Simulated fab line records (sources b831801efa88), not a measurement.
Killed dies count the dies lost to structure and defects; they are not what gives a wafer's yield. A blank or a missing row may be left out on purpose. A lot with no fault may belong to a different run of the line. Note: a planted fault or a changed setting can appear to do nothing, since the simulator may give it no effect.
Comparing a struck lot with a sound one    flow sky130    42 out of 708 route steps
Sound: these wafers, L884.2, L884.4, L884.6. Struck: wafer L895.2 (left out: L895.5, a lot-mate that was not struck); the cause follows at the end.
For every step that has rows: the tool of each side, followed by ch and its chambers, followed by its first start. Under that, the readings that differ: sound wafers    struck wafers    difference of the means    sigmas: that difference in standard deviations of wafers without a fault.
alike: readings with means less than 2 such deviations apart, plus words and numbers identical on both sides. not compared: withheld readings, readings lacking a value on some wafer, bounds such as >300 that could conceal the same value, and numbers that have no deviation in the record and whose values overlap.
Wherever a step has rows on one side only, a row that says differs or no value, or a row with sigmas, the two part there. Numbers that don't overlap but have no deviation are shown without sigmas and don't part them. A reading missing from all wafers of one side parts the sides only when that side holds two or more wafers.

SKY_SD_P_CD_MEAS_07: the cd target is 380 nm.
  sound on cdSem-02, day 27 21:00; struck on cdSem-02, day 31 09:25
  alike: cdNm
SKY_SD_P_OVL_MEAS_08:
  sound on overlay-02, day 27 21:06; struck on overlay-01, day 31 09:31
  alike: SD_P_OVL
after that, 1 step had no rows for these wafers: SKY_SD_P_IMPLANT_09.
SKY_SD_P_STRIP_10: strips in O2/N2.
  sound on plasmaAsher-04 ch 0, day 27 21:17; struck on plasmaAsher-02 ch 1, day 31 09:42
  alike: drypumpMotorCurrentA, oesProductAu, stripTimeToEndpointS
  not compared: rfHoursCounterH
SKY_SD_P_TW_MEAS_11:
  sound on filmMetro-03, day 27 21:23; struck on filmMetro-04, day 31 09:49
reading  sound           struck  difference  sigmas
SD_P_TW  2839 2854 2845  2787    -59         -2
then, 7 steps without rows for these wafers: SKY_RES_XHIGH_DEHYDRATE_00 (time 60 s); SKY_RES_XHIGH_HMDS_01 (prime time 60 s); SKY_RES_XHIGH_COAT_02 (resist thk 1140 nm); SKY_RES_XHIGH_SOFTBAKE_03 (time 60 s); SKY_RES_XHIGH_EXPOSE_04 (exposes mask URPM, target cd 1270 nm); SKY_RES_XHIGH_PEB_05; SKY_RES_XHIGH_DEVELOP_06 (develop time 60 s).
SKY_RES_XHIGH_IMPLANT_07:
  sound on implanter-04 ch 0, day 28 23:51; struck on implanter-04 ch 0, day 32 13:12
  alike: doseIonsCm2
SKY_RES_XHIGH_STRIP_08: strips in O2/N2.
  sound on plasmaAsher-03 ch 0,1, day 28 23:59; struck on plasmaAsher-03 ch 0, day 32 13:19
reading                   sound              struck  difference  sigmas
stripTimeToEndpointS (s)  14.31 14.35 14.34  14.24   -0.09       -2
  alike: drypumpMotorCurrentA, oesProductAu
  not compared: rfHoursCounterH
SKY_RES_XHIGH_TW_MEAS_09:
  sound on filmMetro-04, day 29 00:05; struck on filmMetro-04, day 32 13:26
  alike: RES_XHIGH_TW
then, 7 steps without rows for these wafers: SKY_SD_N_DEHYDRATE_00 (time 60 s); SKY_SD_N_HMDS_01 (prime time 60 s); SKY_SD_N_COAT_02 (resist thk 1140 nm); SKY_SD_N_SOFTBAKE_03 (time 60 s); SKY_SD_N_EXPOSE_04 (exposes mask NSDM, target cd 380 nm); SKY_SD_N_PEB_05; SKY_SD_N_DEVELOP_06 (develop time 60 s).
SKY_SD_N_CD_MEAS_07: the cd target is 380 nm.
  sound on cdSem-02, day 30 04:10; struck on cdSem-01, day 33 16:10
  alike: cdNm
SKY_SD_N_OVL_MEAS_08:
  sound on overlay-02, day 30 04:16; struck on overlay-02, day 33 16:16
  alike: SD_N_OVL
then, 2 steps without rows for these wafers: SKY_SD_N_IMPLANT_09; SKY_SD_N_IMPLANT_10.
SKY_SD_N_STRIP_11: strips in O2/N2.
  sound on plasmaAsher-03 ch 0,1, day 30 04:36; struck on plasmaAsher-04 ch 0, day 33 16:36
reading                   sound              struck  difference  sigmas
drypumpMotorCurrentA (A)  6.7 6.7 5.9        5.0     -1.4        -2
oesProductAu (a.u.)       0.523 0.524 0.521  0.535   +0.012      +3
  alike: stripTimeToEndpointS
  not compared: rfHoursCounterH
SKY_SD_N_TW_MEAS_12:
  sound on filmMetro-01, day 30 04:43; struck on filmMetro-04, day 33 16:43
  alike: SD_N_TW
then, 1 step without rows for these wafers: SKY_SD_N_CLEAN_13 (cleans in SC1/SC2, time 150 s).
SKY_SD_N_RTA_14: time 2 s.
  sound on rtpAnneal-01 ch 0, day 30 04:50; struck on rtpAnneal-02 ch 0, day 33 16:49
reading         sound                 struck  difference  sigmas
annealTempCMax  1082.8 1080.1 1082.7  1085.5  +3.6        +2
  alike: lampPowerPct, wafer_temp_C_max
SKY_SD_N_RS_MEAS_16: measurement is done with a four-point probe.
  sound on filmMetro-03, day 30 05:01; struck on filmMetro-04, day 33 17:01
  alike: SD_N_RS
SKY_SD_N_RS_MEAS_17: measurement is done with a four-point probe.
  sound on filmMetro-03, day 30 05:08; struck on filmMetro-04, day 33 17:08
  alike: SD_P_RS
SKY_SD_N_RS_MEAS_18: measurement is done with a four-point probe.
  sound on filmMetro-03, day 30 05:15; struck on filmMetro-04, day 33 17:15
reading                sound              struck  difference  sigmas
RES_XHIGH_RS (ohm/sq)  331.8 332.3 333.3  336.6   +4.1        +4
then, 2 steps without rows for these wafers: SKY_SALICIDE_CLEAN_00 (cleans in HF-last, time 30 s); SKY_LI_CONTACT_HDPCVD_00 (deposits PSG, target thk 930 nm, time 155 s).
SKY_LI_CONTACT_THK_MEAS_01:
  sound on filmMetro-01, day 30 05:29; struck on filmMetro-03, day 33 17:28
  alike: LI_CONTACT_HDPCVD_THK
SKY_LI_CONTACT_CMP_02: polishes PSG.
  sound on cmp-01 ch 1,2,3, day 30 05:42; struck on cmp-01 ch 0, day 33 17:37
  alike: motorCurrentA, timeToEndpointS
SKY_LI_CONTACT_BOW_MEAS_03:
  sound on filmMetro-01, day 30 05:55; struck on filmMetro-03, day 33 17:50
  alike: LI_CONTACT_BOW
then, 3 steps without rows for these wafers: SKY_LI_CONTACT_DEHYDRATE_04 (time 60 s); SKY_LI_CONTACT_HMDS_05 (prime time 60 s); SKY_LI_CONTACT_COAT_06 (resist thk 60 nm).
-- record jumps: 16 days separate the struck wafers' starts on either side; left off in module LI_CONTACT, taken up again in module PAD_OPEN, whose first shown step is the route's number 708 --
SKY_PAD_OPEN_PROBE_99:
  sound on prober-02, day 47 11:56; struck on prober-01, day 49 21:50
reading                              sound            struck  difference  sigmas
killed_at_M4_up                      0 5 0            7       +5          +3
model.etest.resXhighPo.rsOhmSqRange  142 148.4 154.3  374.5   +226.3      
  alike: killed_at_M0_to_M3, killedAtContacts, killedAtFrontEnd, killedAtOther, killedDies, killedOnRim, killedOpen, killedShort

== WHERE THEY PART ==
Earliest at SKY_SD_P_TW_MEAS_11; latest, in this record, at SKY_PAD_OPEN_PROBE_99.

WHY: what the simulator had put in
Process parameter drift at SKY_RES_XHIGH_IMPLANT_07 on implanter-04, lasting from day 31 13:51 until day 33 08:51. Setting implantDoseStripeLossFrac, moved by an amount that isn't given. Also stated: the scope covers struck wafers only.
